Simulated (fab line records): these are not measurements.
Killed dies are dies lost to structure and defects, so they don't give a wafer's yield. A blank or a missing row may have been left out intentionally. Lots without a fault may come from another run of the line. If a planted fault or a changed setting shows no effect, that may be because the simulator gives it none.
fab line records -- flow sky130
record: lots: 7, wafers: 19, last-day: 50
route steps=708 shown LOCAL_INTERCONNECT@394 CONTACT@406 PAD_OPEN@708
lots with no fault: from the same line, run without faults
start-h: hours from the record's first day to the start of the lot's first wafer shown -- wait-h: hours from the lot's prior step to this one -- " unchanged from the row above -- L1.1+2: several wafers, shown together as one row -- - no value, or no start given -- * or withheld: withheld -- < > ~ a bound
route shown NAME@n: NAME is a module with steps in the file, n the number in the route of the first one -- usual: mean/standard deviation taken from wafers without a fault -- same: alike in all rows -- chamber/n: place in a boat -- sites: each site's reading -- _std_site: how widely they spread, as a standard deviation -- _edge_site: inner sites' mean taken away from outer sites' mean -- radius-mm: for every site, how far away it sits from the centre of the wafer -- mask NAME#n: copy n -- behind: the tool/chamber that last shaped the wafer -- hold: what put the lot on hold/how long, in hours/how the hold closed -- device: names the non-switching transistor (n, p or np) -- end of line: at the end of the route, the tests of the same wafers -- a step without rows: its recipe alone -- killed: dies lost to structure and defects at the first sort, not the wafer's yield -- map: a wafer's dies, marking killed ones x, the rest . and places with no die _
set.NAME: the setting that was run; set.NAME@STEP: the one run at that earlier step -- model.NAME: the simulator's own value behind a step, which no gauge read
a table for each step, a row for each wafer; lots at some steps of the route
services: when a tool's chamber went out of use (start-h, in hours from the record's first day, below 0 if earlier), for how many hours, and the reason
== steps ==
step: SKY_LOCAL_INTERCONNECT_SOFTBAKE_07
recipe: temp-c: 100, time-s: 90, resist: KrF-thick
step: SKY_LOCAL_INTERCONNECT_EXPOSE_08
recipe: mask-id: LI1M, na: 0.8, source-shape: annular, sigma-inner: 0.55, sigma-outer: 0.85, target-cd-nm: 170, dose-mj: 28
step: SKY_LOCAL_INTERCONNECT_PEB_09
recipe: peb-temp-c: withheld, peb-time-s: withheld, resist: KrF-thick
step: SKY_LOCAL_INTERCONNECT_DEVELOP_10
recipe: develop-time-s: 60, resist: KrF-thick, dev-temp-c: 21
step: SKY_LOCAL_INTERCONNECT_CD_MEAS_11
recipe: target-cd-nm: 170
usual: cd-nm: 170.2/1.5
lot.wafer,tool,chamber,start-h,wait-h,cd-nm
L489.3,cd-sem-02,-,728.05,-,169.7
L489.5,cd-sem-02,-,728.05,-,170.3
L489.6,cd-sem-02,-,728.05,-,172.9
L490.1,cd-sem-02,-,737.05,-,170.4
L490.5,cd-sem-02,-,737.05,-,172.0
L490.6,cd-sem-02,-,737.05,-,172.3
L493.3,cd-sem-01,-,766.84,-,172.0
L493.5,cd-sem-01,-,766.84,-,171.4
L495.4,cd-sem-02,-,776.97,-,170.5
L495.5,cd-sem-02,-,776.97,-,170.2
L499.1,cd-sem-02,-,806.46,-,169.9
L499.4,cd-sem-02,-,806.46,-,169.5
L499.6,cd-sem-02,-,806.46,-,169.0
L504.1,cd-sem-01,-,844.85,-,170.4
L504.2,cd-sem-01,-,844.85,-,170.2
L504.4,cd-sem-01,-,844.85,-,170.7
L508.1,cd-sem-02,-,880.01,-,170.9
L508.2,cd-sem-02,-,880.01,-,172.0
L508.4,cd-sem-02,-,880.01,-,171.0
step: SKY_LOCAL_INTERCONNECT_OVL_MEAS_12
usual: LOCAL_INTERCONNECT_OVL: -3/5.9
lot.wafer,tool,chamber,start-h,wait-h,LOCAL_INTERCONNECT_OVL[nm]
L489.3,overlay-02,-,728.15,0.1,-4
L489.5,overlay-02,-,728.15,0.1,-8
L489.6,overlay-02,-,728.15,0.1,-5
L490.1,overlay-02,-,737.17,0.1,-3
L490.5,overlay-02,-,737.17,0.1,-7
L490.6,overlay-02,-,737.17,0.1,-13
L493.3,overlay-01,-,766.93,0.1,-6
L493.5,overlay-01,-,766.93,0.1,-9
L495.4,overlay-01,-,777.05,0.1,6
L495.5,overlay-01,-,777.05,0.1,-7
L499.1,overlay-02,-,806.58,0.1,-2
L499.4,overlay-02,-,806.58,0.1,4
L499.6,overlay-02,-,806.58,0.1,1
L504.1,overlay-01,-,844.97,0.1,-4
L504.2,overlay-01,-,844.97,0.1,6
L504.4,overlay-01,-,844.97,0.1,7
L508.1,overlay-02,-,880.13,0.1,-13
L508.2,overlay-02,-,880.13,0.1,-8
L508.4,overlay-02,-,880.13,0.1,-10
step: SKY_LOCAL_INTERCONNECT_ETCH_13
recipe: chemistry: N2/H2, target: BARC, ion-energy-ev: 200, bias-w: 100, pressure-mtorr: 30, n2-flow-sccm: 100, h2-flow-sccm: 200, icp-w: 500, stop-on: SiO2, time-s: 45.9, target-depth-a: 600
usual: drypump-motor-current-A: 6.3/0.35, n2-flow-sccm: 100.03/0.28, oes-product-au: 0.855/0.0051, throttle-valve-pct: 13.225/0.0085
lot.wafer,tool,chamber,start-h,wait-h,drypump-motor-current-A,n2-flow-sccm,oes-product-au,rf-hours-counter-h,throttle-valve-pct
L489.3,rie-metal-04,1,728.19,0.0,6.6,100.18,0.857,-,13.226
L489.5,rie-metal-04,0,728.19,0.0,6.1,100.37,0.852,-,13.232
L489.6,rie-metal-04,1,728.19,0.0,6.7,99.64,0.852,-,13.223
L490.1,rie-metal-04,0,737.21,0.0,6.1,99.70,0.856,16,13.218
L490.5,rie-metal-04,1,737.21,0.0,6.6,99.75,0.856,-,13.228
L490.6,rie-metal-04,0,737.21,0.0,6.0,99.96,0.856,-,13.225
L493.3,rie-metal-04,1,767.00,0.1,6.6,100.34,0.857,-,13.230
L493.5,rie-metal-04,1,767.00,0.1,6.6,99.89,0.856,-,13.226
L495.4,rie-metal-03,0,777.13,0.1,6.1,100.49,0.865,-,13.233
L495.5,rie-metal-03,0,777.13,0.1,6.1,100.11,0.851,-,13.220
L499.1,rie-metal-01,1,806.62,0.0,6.7,100.04,0.854,7,13.238
L499.4,rie-metal-01,1,806.62,0.0,6.7,99.71,0.855,-,13.227
L499.6,rie-metal-01,1,806.62,0.0,6.7,99.89,0.856,-,13.234
L504.1,rie-metal-03,0,845.01,0.0,6.1,99.84,0.855,11,13.235
L504.2,rie-metal-03,1,845.01,0.0,5.7,100.19,0.852,2,13.222
L504.4,rie-metal-03,0,845.01,0.0,6.1,100.26,0.848,-,13.223
L508.1,rie-metal-01,0,880.16,0.0,5.9,99.39,0.848,3,13.230
L508.2,rie-metal-01,1,880.16,0.0,6.7,100.92,0.857,10,13.208
L508.4,rie-metal-01,1,880.16,0.0,6.7,100.17,0.865,-,13.213
step: SKY_LOCAL_INTERCONNECT_METAL_ETCH_14
recipe: target-depth-nm: 110, stop-on: PSG, chemistry: Cl2/BCl3, target: TiN, resist-sidewall-deg: 88, pressure-mtorr: 10, icp-w: 900, bias-w: 48.5, Cl2_flow_sccm: 60, bcl3-flow-sccm: 30, time-s: 31.4
usual: drypump-motor-current-A: 6.3/0.35, oes-product-au: 0.942/0.0068, throttle-valve-pct: 21.901/0.01
lot.wafer,tool,chamber,start-h,wait-h,drypump-motor-current-A,oes-product-au,rf-hours-counter-h,throttle-valve-pct
L489.3,rie-metal-04,1,728.25,0.0,6.6,0.939,-,21.917
L489.5,rie-metal-04,0,728.25,0.0,6.1,0.944,-,21.906
L489.6,rie-metal-04,1,728.25,0.0,6.6,0.942,-,21.911
L490.1,rie-metal-04,0,737.27,0.0,6.0,0.946,16,21.911
L490.5,rie-metal-04,1,737.27,0.0,6.7,0.948,-,21.905
L490.6,rie-metal-04,0,737.27,0.0,6.0,0.948,-,21.908
L493.3,rie-metal-04,1,767.12,0.1,6.6,0.932,-,21.910
L493.5,rie-metal-04,1,767.12,0.1,6.6,0.931,-,21.902
L495.4,rie-metal-03,0,777.24,0.1,6.1,0.950,-,21.893
L495.5,rie-metal-03,0,777.24,0.1,6.1,0.948,-,21.902
L499.1,rie-metal-01,1,806.75,0.1,6.6,0.948,7,21.900
L499.4,rie-metal-01,1,806.75,0.1,6.7,0.934,-,21.895
L499.6,rie-metal-01,1,806.75,0.1,6.6,0.935,-,21.895
L504.1,rie-metal-03,0,845.07,0.0,6.1,0.958,11,21.900
L504.2,rie-metal-03,1,845.07,0.0,5.7,0.957,2,21.899
L504.4,rie-metal-03,0,845.07,0.0,6.2,0.947,-,21.906
L508.1,rie-metal-01,0,880.23,0.0,5.9,0.948,3,21.903
L508.2,rie-metal-01,1,880.23,0.0,6.7,0.943,10,21.898
L508.4,rie-metal-01,1,880.23,0.0,6.6,0.945,-,21.896
step: SKY_LOCAL_INTERCONNECT_STRIP_15
recipe: chemistry: O2/N2, power-w: 1400, pressure-mtorr: 1500, platen-temp-c: withheld, o2-flow-sccm: 3000, n2-flow-sccm: 300, overash-fraction: 0.5
usual: drypump-motor-current-A: 5.4/0.51, n2-flow-sccm: 300.0/0.86, oes-product-au: 0.427/0.0047, strip-time-to-endpoint-s: 4.722/0.02
lot.wafer,tool,chamber,start-h,wait-h,drypump-motor-current-A,n2-flow-sccm,oes-product-au,rf-hours-counter-h,strip-time-to-endpoint-s
L489.3,plasma-asher-01,0,728.32,0.1,5.2,300.5,0.423,-,4.688
L489.5,plasma-asher-01,1,728.32,0.1,6.0,300.4,0.422,-,4.717
L489.6,plasma-asher-01,0,728.32,0.1,5.2,301.0,0.422,-,4.713
L490.1,plasma-asher-02,0,737.32,0.0,6.1,300.2,0.427,93,4.683
L490.5,plasma-asher-02,1,737.32,0.0,4.8,299.7,0.414,-,4.714
L490.6,plasma-asher-02,0,737.32,0.0,6.0,301.2,0.431,-,4.718
L493.3,plasma-asher-02,0,767.22,0.1,6.1,300.1,0.430,-,4.675
L493.5,plasma-asher-02,1,767.22,0.1,4.7,299.9,0.426,-,4.694
L495.4,plasma-asher-01,0,777.33,0.1,5.2,300.7,0.420,-,4.743
L495.5,plasma-asher-01,1,777.33,0.1,6.1,299.8,0.434,-,4.756
L499.1,plasma-asher-04,1,806.85,0.1,5.0,298.8,0.427,7,4.716
L499.4,plasma-asher-04,0,806.85,0.1,5.6,299.5,0.425,-,4.738
L499.6,plasma-asher-04,1,806.85,0.1,5.0,298.5,0.429,-,4.727
L504.1,plasma-asher-04,1,845.12,0.0,5.0,300.3,0.422,11,4.730
L504.2,plasma-asher-04,0,845.12,0.0,5.6,300.1,0.422,11,4.726
L504.4,plasma-asher-04,1,845.12,0.0,5.0,300.1,0.433,-,4.755
L508.1,plasma-asher-02,0,880.28,0.0,6.0,300.0,0.428,108,4.758
L508.2,plasma-asher-02,1,880.28,0.0,4.7,301.0,0.423,108,4.745
L508.4,plasma-asher-02,1,880.28,0.0,4.8,300.2,0.434,-,4.750
step: SKY_LOCAL_INTERCONNECT_STRIP_16
recipe: chemistry: post-etch-residue-remover, time-s: 1200, temp-c: 72.5
step: SKY_LOCAL_INTERCONNECT_CLEAN_17
recipe: chemistry: IPA, time-s: 180, temp-c: 25
step: SKY_LOCAL_INTERCONNECT_CLEAN_18
recipe: chemistry: O3/DIW, dry: n2-spin
step: SKY_CONTACT_CVD_00
recipe: material: Si3N4, target-thk-nm: 75, temp-c: 400, time-s: withheld, rf-w: 450
usual: heater-power-w: 696/90
lot.wafer,tool,chamber,start-h,wait-h,heater-power-w,model.Si3N4_of_CONTACT_CVD_00.thk-nm
L489.3,pecvd-01,0,728.88,0.0,600,73.98
L489.5,pecvd-01,1,728.88,0.0,653,74.82
L489.6,pecvd-01,2,728.88,0.0,608,73.91
L490.1,pecvd-04,1,738.00,0.0,809,73.61
L490.5,pecvd-04,2,738.00,0.0,757,41.25
L490.6,pecvd-04,0,738.00,0.0,724,74.73
L493.3,pecvd-04,2,767.78,0.0,684,41.6
L493.5,pecvd-04,1,767.78,0.0,707,42.34
L495.4,pecvd-04,0,777.91,0.0,725,74.92
L495.5,pecvd-04,2,777.91,0.0,641,40.13
L499.1,pecvd-03,0,807.48,0.0,632,74.78
L499.4,pecvd-03,0,807.48,0.0,652,75.42
L499.6,pecvd-03,1,807.48,0.0,887,75.66
L504.1,pecvd-01,1,845.73,0.0,624,73.88
L504.2,pecvd-01,2,845.73,0.0,542,73.3
L504.4,pecvd-01,1,845.73,0.0,622,74.44
L508.1,pecvd-04,2,881.27,0.0,695,75.38
L508.2,pecvd-04,1,881.27,0.0,823,74.99
L508.4,pecvd-04,2,881.27,0.0,712,76.66
step: SKY_CONTACT_THK_MEAS_01
recipe: reads: Si3N4_of_CONTACT_CVD_00
usual: CONTACT_CVD_00_THK: 74.8/0.92
lot.wafer,tool,chamber,start-h,wait-h,CONTACT_CVD_00_THK[nm]
L489.3,film-metro-01,-,728.93,-,73.9
L489.5,film-metro-01,-,728.93,-,74.9
L489.6,film-metro-01,-,728.93,-,73.9
L490.1,film-metro-04,-,738.03,-,73.6
L490.5,film-metro-04,-,738.03,-,41.3
L490.6,film-metro-04,-,738.03,-,74.7
L493.3,film-metro-02,-,767.84,-,41.6
L493.5,film-metro-02,-,767.84,-,42.4
L495.4,film-metro-01,-,777.96,-,74.9
L495.5,film-metro-01,-,777.96,-,40.1
L499.1,film-metro-04,-,807.51,-,74.8
L499.4,film-metro-04,-,807.51,-,75.4
L499.6,film-metro-04,-,807.51,-,75.7
L504.1,film-metro-01,-,845.77,-,73.9
L504.2,film-metro-01,-,845.77,-,73.3
L504.4,film-metro-01,-,845.77,-,74.5
L508.1,film-metro-01,-,881.31,-,75.4
L508.2,film-metro-01,-,881.31,-,75.0
L508.4,film-metro-01,-,881.31,-,76.7
step: SKY_CONTACT_HDPCVD_02
recipe: material: SiO2, target-thk-nm: 565, sigma-open-frac: 0.3, time-s: 94.2, temp-c: 600, sih4-flow-sccm: 60, pressure-mtorr: 6
step: SKY_CONTACT_THK_MEAS_03
recipe: reads: SiO2_of_CONTACT_HDPCVD_02
usual: CONTACT_HDPCVD_THK: 567/5.4
lot.wafer,tool,chamber,start-h,wait-h,CONTACT_HDPCVD_THK[nm]
L489.3,film-metro-02,-,729.06,0.1,565
L489.5,film-metro-02,-,729.06,0.1,554
L489.6,film-metro-02,-,729.06,0.1,566
L490.1,film-metro-01,-,738.16,0.0,569
L490.5,film-metro-01,-,738.16,0.0,573
L490.6,film-metro-01,-,738.16,0.0,566
L493.3,film-metro-02,-,767.97,0.1,569
L493.5,film-metro-02,-,767.97,0.1,569
L495.4,film-metro-02,-,778.08,0.0,559
L495.5,film-metro-02,-,778.08,0.0,568
L499.1,film-metro-01,-,807.64,0.0,567
L499.4,film-metro-01,-,807.64,0.0,563
L499.6,film-metro-01,-,807.64,0.0,560
L504.1,film-metro-02,-,845.89,0.0,559
L504.2,film-metro-02,-,845.89,0.0,571
L504.4,film-metro-02,-,845.89,0.0,563
L508.1,film-metro-04,-,881.44,0.0,566
L508.2,film-metro-04,-,881.44,0.0,563
L508.4,film-metro-04,-,881.44,0.0,572
step: SKY_CONTACT_CMP_04
recipe: material: SiO2, down-force-psi: 4, platen-rpm: 60, pad-velocity-m-s: 0.94248
step: SKY_CONTACT_BOW_MEAS_05
recipe: mode: bow
usual: CONTACT_BOW: 82/7.4
lot.wafer,tool,chamber,start-h,wait-h,CONTACT_BOW[um]
L489.3,film-metro-04,-,729.44,0.2,66
L489.5,film-metro-04,-,729.44,0.2,85
L489.6,film-metro-04,-,729.44,0.2,77
L490.1,film-metro-04,-,738.52,0.1,77
L490.5,film-metro-04,-,738.52,0.1,78
L490.6,film-metro-04,-,738.52,0.1,80
L493.3,film-metro-02,-,768.35,0.3,69
L493.5,film-metro-02,-,768.35,0.3,85
L495.4,film-metro-01,-,778.47,0.3,78
L495.5,film-metro-01,-,778.47,0.3,84
L499.1,film-metro-02,-,808.00,0.2,95
L499.4,film-metro-02,-,808.00,0.2,103
L499.6,film-metro-02,-,808.00,0.2,82
L504.1,film-metro-02,-,846.25,0.2,83
L504.2,film-metro-02,-,846.25,0.2,74
L504.4,film-metro-02,-,846.25,0.2,82
L508.1,film-metro-04,-,881.80,0.2,84
L508.2,film-metro-04,-,881.80,0.2,78
L508.4,film-metro-04,-,881.80,0.2,70
step: SKY_CONTACT_DEHYDRATE_06
recipe: temp-c: 200, time-s: 60
step: SKY_CONTACT_HMDS_07
recipe: prime-time-s: 60, prime-temp-c: 120
step: SKY_CONTACT_COAT_08
recipe: resist: BARC, temp-c: withheld, time-s: withheld, spin-rpm: 3000, resist-thk-nm: 60
step: SKY_CONTACT_COAT_09
recipe: resist: KrF-thick, spin-rpm: 3000, resist-thk-nm: 450
step: SKY_CONTACT_SOFTBAKE_10
recipe: temp-c: 100, time-s: 90, resist: KrF-thick
step: SKY_CONTACT_EXPOSE_11
recipe: mask-id: CTM1, na: 0.8, source-shape: annular, sigma-inner: 0.55, sigma-outer: 0.85, target-cd-nm: 170, dose-mj: 38
step: SKY_CONTACT_PEB_12
recipe: peb-temp-c: withheld, peb-time-s: withheld, resist: KrF-thick
step: SKY_CONTACT_DEVELOP_13
recipe: develop-time-s: 60, resist: KrF-thick, dev-temp-c: 21
step: SKY_CONTACT_CD_MEAS_14
recipe: target-cd-nm: 170
usual: cd-nm: 170.1/1.5
lot.wafer,tool,chamber,start-h,wait-h,cd-nm
L489.3,cd-sem-01,-,756.40,-,169.6
L489.5,cd-sem-01,-,756.40,-,170.0
L489.6,cd-sem-01,-,756.40,-,169.9
L490.1,cd-sem-01,-,765.56,-,170.0
L490.5,cd-sem-01,-,765.56,-,170.7
L490.6,cd-sem-01,-,765.56,-,169.0
L493.3,cd-sem-02,-,794.43,-,168.3
L493.5,cd-sem-02,-,794.43,-,170.2
L495.4,cd-sem-02,-,804.35,-,166.3
L495.5,cd-sem-02,-,804.35,-,165.6
L499.1,cd-sem-01,-,834.41,-,169.7
L499.4,cd-sem-01,-,834.41,-,169.9
L499.6,cd-sem-01,-,834.41,-,170.5
L504.1,cd-sem-01,-,872.96,-,171.0
L504.2,cd-sem-01,-,872.96,-,171.3
L504.4,cd-sem-01,-,872.96,-,171.6
L508.1,cd-sem-02,-,906.91,-,167.1
L508.2,cd-sem-02,-,906.91,-,168.6
L508.4,cd-sem-02,-,906.91,-,169.5
step: SKY_CONTACT_OVL_MEAS_15
usual: CONTACT_OVL: 1/5.6
lot.wafer,tool,chamber,start-h,wait-h,CONTACT_OVL[nm]
L489.3,overlay-02,-,756.49,0.1,1
L489.5,overlay-02,-,756.49,0.1,-1
L489.6,overlay-02,-,756.49,0.1,-3
L490.1,overlay-01,-,765.68,0.1,-1
L490.5,overlay-01,-,765.68,0.1,-3
L490.6,overlay-01,-,765.68,0.1,0
L493.3,overlay-01,-,794.52,0.1,-10
L493.5,overlay-01,-,794.52,0.1,-1
L495.4,overlay-02,-,804.42,0.1,-7
L495.5,overlay-02,-,804.42,0.1,-2
L499.1,overlay-02,-,834.53,0.1,3
L499.4,overlay-02,-,834.53,0.1,-3
L499.6,overlay-02,-,834.53,0.1,-8
L504.1,overlay-02,-,873.08,0.1,0
L504.2,overlay-02,-,873.08,0.1,-2
L504.4,overlay-02,-,873.08,0.1,0
L508.1,overlay-01,-,907.03,0.1,3
L508.2,overlay-01,-,907.03,0.1,7
L508.4,overlay-01,-,907.03,0.1,5
step: SKY_CONTACT_ETCH_16
recipe: chemistry: N2/H2, target: BARC, ion-energy-ev: 200, source-w: 500, bias-w: 100, pressure-mtorr: 30, n2-flow-sccm: 100, h2-flow-sccm: 200, stop-on: SiO2, time-s: 45.9, target-depth-a: 600
usual: drypump-motor-current-A: 5.7/0.47, n2-flow-sccm: 100.0/0.33, oes-product-au: 0.855/0.0041, throttle-valve-pct: 13.226/0.0093
lot.wafer,tool,chamber,start-h,wait-h,drypump-motor-current-A,n2-flow-sccm,oes-product-au,rf-hours-counter-h,throttle-valve-pct
L489.3,rie-diel-01,1,756.52,0.0,5.3,100.2,0.853,23,13.236
L489.5,rie-diel-01,3,756.52,0.0,5.8,100.9,0.856,-,13.211
L489.6,rie-diel-01,0,756.52,0.0,6.5,100.2,0.853,-,13.226
L490.1,rie-diel-03,2,765.71,0.0,6.0,99.7,0.853,21,13.236
L490.5,rie-diel-03,3,765.71,0.0,5.8,100.3,0.853,-,13.239
L490.6,rie-diel-03,0,765.71,0.0,5.1,100.6,0.852,-,13.226
L493.3,rie-diel-03,3,794.54,0.0,5.8,100.5,0.862,18,13.227
L493.5,rie-diel-03,1,794.54,0.0,4.7,99.9,0.856,-,13.213
L495.4,rie-diel-01,2,804.44,0.0,5.7,99.8,0.855,4,13.232
L495.5,rie-diel-01,2,804.44,0.0,5.7,100.3,0.855,-,13.221
L499.1,rie-diel-01,2,834.57,0.0,5.7,100.2,0.855,5,13.229
L499.4,rie-diel-01,2,834.57,0.0,5.7,100.1,0.854,-,13.218
L499.6,rie-diel-01,1,834.57,0.0,5.3,99.6,0.865,-,13.238
L504.1,rie-diel-03,0,873.11,0.0,5.1,100.6,0.861,6,13.228
L504.2,rie-diel-03,1,873.11,0.0,4.7,100.3,0.852,3,13.221
L504.4,rie-diel-03,2,873.11,0.0,5.9,100.0,0.856,25,13.222
L508.1,rie-diel-01,1,907.07,0.0,5.3,100.2,0.853,27,13.224
L508.2,rie-diel-01,0,907.07,0.0,6.5,100.5,0.849,12,13.228
L508.4,rie-diel-01,3,907.07,0.0,5.8,100.0,0.854,5,13.225
step: SKY_CONTACT_ETCH_17
recipe: target: SiO2, chemistry: C4F8/O2/Ar, stop-on: Si3N4, mask-material: KrF-thick, source-w: 1500, bias-w: 1200, pressure-mtorr: 40, c4f8-flow-sccm: withheld, O2_flow_sccm: 6, Ar_flow_sccm: 300, time-s: withheld, target-depth-a: 3400
usual: oes-product-au: 0.892/0.0051
lot.wafer,tool,chamber,start-h,wait-h,oes-product-au
L489.3,rie-diel-01,1,756.56,0.0,0.895
L489.5,rie-diel-01,3,756.56,0.0,0.900
L489.6,rie-diel-01,0,756.56,0.0,0.896
L490.1,rie-diel-03,2,765.76,0.0,0.895
L490.5,rie-diel-03,3,765.76,0.0,0.893
L490.6,rie-diel-03,0,765.76,0.0,0.895
L493.3,rie-diel-03,3,794.58,0.0,0.896
L493.5,rie-diel-03,1,794.58,0.0,0.890
L495.4,rie-diel-01,2,804.48,0.0,0.889
L495.5,rie-diel-01,2,804.48,0.0,0.888
L499.1,rie-diel-01,2,834.61,0.0,0.888
L499.4,rie-diel-01,2,834.61,0.0,0.894
L499.6,rie-diel-01,1,834.61,0.0,0.894
L504.1,rie-diel-03,0,873.16,0.0,0.893
L504.2,rie-diel-03,1,873.16,0.0,0.895
L504.4,rie-diel-03,2,873.16,0.0,0.885
L508.1,rie-diel-01,1,907.11,0.0,0.890
L508.2,rie-diel-01,0,907.11,0.0,0.897
L508.4,rie-diel-01,3,907.11,0.0,0.895
step: SKY_CONTACT_ETCH_18
recipe: target: Si3N4, chemistry: CHF3/O2, stop-on: TiN, source-w: 600, bias-w: 200, pressure-mtorr: 40, chf3-flow-sccm: 50, O2_flow_sccm: 5, time-s: 39, target-depth-a: 750
usual: O2_flow_sccm: 4.999/0.015, drypump-motor-current-A: 5.7/0.47, oes-product-au: 0.854/0.007, throttle-valve-pct: 8.792/0.0087
lot.wafer,tool,chamber,start-h,wait-h,O2_flow_sccm,drypump-motor-current-A,oes-product-au,rf-hours-counter-h,throttle-valve-pct,model.etch.depth-nm
L489.3,rie-diel-01,1,-,-,5.019,5.3,0.854,23,8.791,73.98
L489.5,rie-diel-01,3,-,-,5.007,5.8,0.854,-,8.777,74.82
L489.6,rie-diel-01,0,-,-,5.016,6.5,0.848,-,8.804,73.91
L490.1,rie-diel-03,2,-,-,4.978,6.0,0.843,21,8.780,73.61
L490.5,rie-diel-03,3,-,-,5.029,5.8,0.638,-,8.727,41.25
L490.6,rie-diel-03,0,-,-,4.980,5.1,0.845,-,8.803,74.73
L493.3,rie-diel-03,3,-,-,5.001,5.9,0.644,18,8.721,41.6
L493.5,rie-diel-03,1,-,-,5.003,4.7,0.648,-,8.728,42.34
L495.4,rie-diel-01,2,-,-,4.998,5.7,0.860,4,8.800,74.92
L495.5,rie-diel-01,2,-,-,5.002,5.7,0.632,-,8.748,40.13
L499.1,rie-diel-01,2,-,-,5.001,5.7,0.862,5,8.794,74.78
L499.4,rie-diel-01,2,-,-,4.990,5.7,0.853,-,8.798,75.42
L499.6,rie-diel-01,1,-,-,4.993,5.3,0.864,-,8.795,75.66
L504.1,rie-diel-03,0,-,-,4.981,5.1,0.846,6,8.797,73.88
L504.2,rie-diel-03,1,-,-,5.012,4.8,0.840,3,8.785,73.3
L504.4,rie-diel-03,2,-,-,4.982,5.9,0.850,25,8.787,74.44
L508.1,rie-diel-01,1,-,-,4.991,5.3,0.859,27,8.786,75.38
L508.2,rie-diel-01,0,-,-,4.979,6.5,0.852,12,8.802,74.99
L508.4,rie-diel-01,3,-,-,5.012,5.8,0.870,5,8.797,76.66
step: SKY_CONTACT_STRIP_19
recipe: chemistry: O2/N2, power-w: 1400, pressure-mtorr: 1500, platen-temp-c: withheld, o2-flow-sccm: 3000, n2-flow-sccm: 300, overash-fraction: 0.5
step: SKY_PAD_OPEN_PROBE_99
usual: killed_at_M0_to_M3: 42/7.7, killed_at_M4_up: 3.1/1.9, killed-at-contacts: 24/4.9, killed-at-front-end: 15/4.6, killed-at-other: 0.3/0.51, killed-dies: 85/9.9, killed-open: 47/7.1, killed-short: 38/6.7
same: gross-dies: 492, killed-at-back-side: 0
lot.wafer,tool,chamber,start-h,wait-h,killed_at_M0_to_M3,killed_at_M4_up,killed-at-contacts,killed-at-front-end,killed-at-other,killed-dies,killed-open,killed-short
L495.5,prober-02,-,1130.35,0.2,47,3,21,24,1,96,55,40
L499.1,prober-02,-,1150.53,0.1,35,6,22,9,0,72,47,25
L499.4,prober-02,-,1150.68,0.2,39,2,31,12,0,84,56,28
L499.6,prober-02,-,1150.78,0.2,54,6,24,9,0,93,46,46
L504.1,prober-01,-,1175.06,0.1,52,2,18,14,0,86,51,35
L504.2,prober-01,-,1175.11,0.1,42,4,26,23,1,96,51,44
L504.4,prober-01,-,1175.21,0.2,36,3,18,10,0,67,39,28
killed by level:class
L495.5 VIA2:geometric-particle:open=10 VIA3:geometric-particle:open=10 FIELD_ISO:geometric-particle:open=7 LI_CONTACT:geometric-particle:open=7 METAL1:geometric-particle:short=7 POLY_GATE:geometric-particle:open=6 VIA2:geometric-particle:short=6 CONTACT:geometric-particle:open=5
L499.1 VIA1:geometric-particle:open=12 CONTACT:geometric-particle:open=9 VIA2:geometric-particle:open=8 LI_CONTACT:geometric-particle:open=5 METAL4:geometric-particle:short=5 CONTACT:geometric-particle:short=5 FIELD_ISO:geometric-particle:open=4 POLY_GATE:geometric-particle:open=3
L499.4 CONTACT:geometric-particle:open=17 VIA1:geometric-particle:open=10 LI_CONTACT:geometric-particle:open=7 VIA3:geometric-particle:open=6 POLY_GATE:geometric-particle:short=5 METAL2:geometric-particle:short=5 VIA2:geometric-particle:open=5 POLY_GATE:geometric-particle:open=4
L499.6 CONTACT:geometric-particle:open=11 VIA1:geometric-particle:short=10 VIA1:geometric-particle:open=10 METAL2:geometric-particle:short=9 VIA2:geometric-particle:open=7 VIA3:geometric-particle:short=6 CONTACT:geometric-particle:short=5 LI_CONTACT:geometric-particle:open=4
L504.1 VIA1:geometric-particle:open=14 VIA3:geometric-particle:open=7 LI_CONTACT:geometric-particle:open=7 VIA1:geometric-particle:short=6 CONTACT:geometric-particle:open=6 METAL2:geometric-particle:short=6 VIA2:geometric-particle:open=6 FIELD_ISO:geometric-particle:open=5
L504.2 CONTACT:geometric-particle:open=10 METAL2:geometric-particle:short=10 VIA3:geometric-particle:open=10 LI_CONTACT:geometric-particle:open=8 FIELD_ISO:geometric-particle:open=7 FIELD_ISO:geometric-particle:short=7 METAL1:geometric-particle:short=6 POLY_GATE:geometric-particle:open=4
L504.4 CONTACT:geometric-particle:open=11 VIA1:geometric-particle:open=10 VIA3:geometric-particle:open=6 METAL2:geometric-particle:short=5 METAL1:geometric-particle:short=4 FIELD_ISO:geometric-particle:short=3 POLY_GATE:geometric-particle:open=3 METAL4:geometric-particle:short=3
== services ==
tool,chamber,start-h,hours,kind
rie-metal-04,-,705.80,2.8,pm
rie-diel-01,2,707.07,6.9,repair
plasma-asher-04,-,733.75,9.0,pm
rie-diel-01,1,745.26,1.8,repair
pecvd-03,-,752.58,5.5,pm
rie-diel-03,-,762.35,2.8,pm
rie-diel-03,0,774.18,4.5,repair
pecvd-04,-,776.08,1.2,repair
pecvd-03,-,777.13,1.0,repair
plasma-asher-01,-,782.57,7.4,repair
pecvd-03,-,783.57,6.0,pm
rie-metal-04,-,784.35,0.4,repair
rie-diel-03,-,787.55,0.2,repair
rie-diel-01,-,804.79,2.7,pm
pecvd-01,-,809.68,0.8,repair
rie-diel-03,0,822.64,36.7,repair
rie-diel-01,0,834.03,5.8,repair
plasma-asher-04,-,834.06,1.3,repair
plasma-asher-01,-,846.64,14.6,pm
pecvd-01,-,855.73,3.2,repair
rie-metal-04,-,858.97,14.6,pm
pecvd-04,-,862.07,0.5,repair
rie-diel-03,-,890.59,4.3,pm
pecvd-04,2,899.63,186.0,repair
== key ==
first-sign: step: SKY_CONTACT_THK_MEAS_01, reading: CONTACT_CVD_00_THK, direction: down, sigmas: 36, usual: 74.8, struck: 41.3
effect: step: SKY_CONTACT_ETCH_18, reading: oes-product-au, direction: down, sigmas: 31, usual: 0.854, struck: 0.641
model-effect: step: SKY_CONTACT_CVD_00, value: Si3N4_of_CONTACT_CVD_00.thk-nm, without: 75.25, struck: 41.33
model-effect: step: SKY_CONTACT_ETCH_18, value: etch.depth-nm, without: 75.25, struck: 41.33
met-at SKY_CONTACT_CVD_00
struck-wafers L490.5,L493.3,L493.5,L495.5
tester-left-out L490,L493,L495
fault: kind: process-parameter-drift, tool: pecvd-04, chamber: -, onset-h: 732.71, steps: SKY_CONTACT_CVD_00, channel: target-thk-nm, offset: -33.788, shape: step, end-h: 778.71, scope: struck-wafers-only, acts-in: these-recipes-only, stated: 75
tester-left-out: of these lots the tester's yield and bins aren't shown, on N5 and GAA mostly nor the transistor test; their killed dies are dies lost to structure and defects alone, not to doping, threshold or leakage, so they don't give the yield
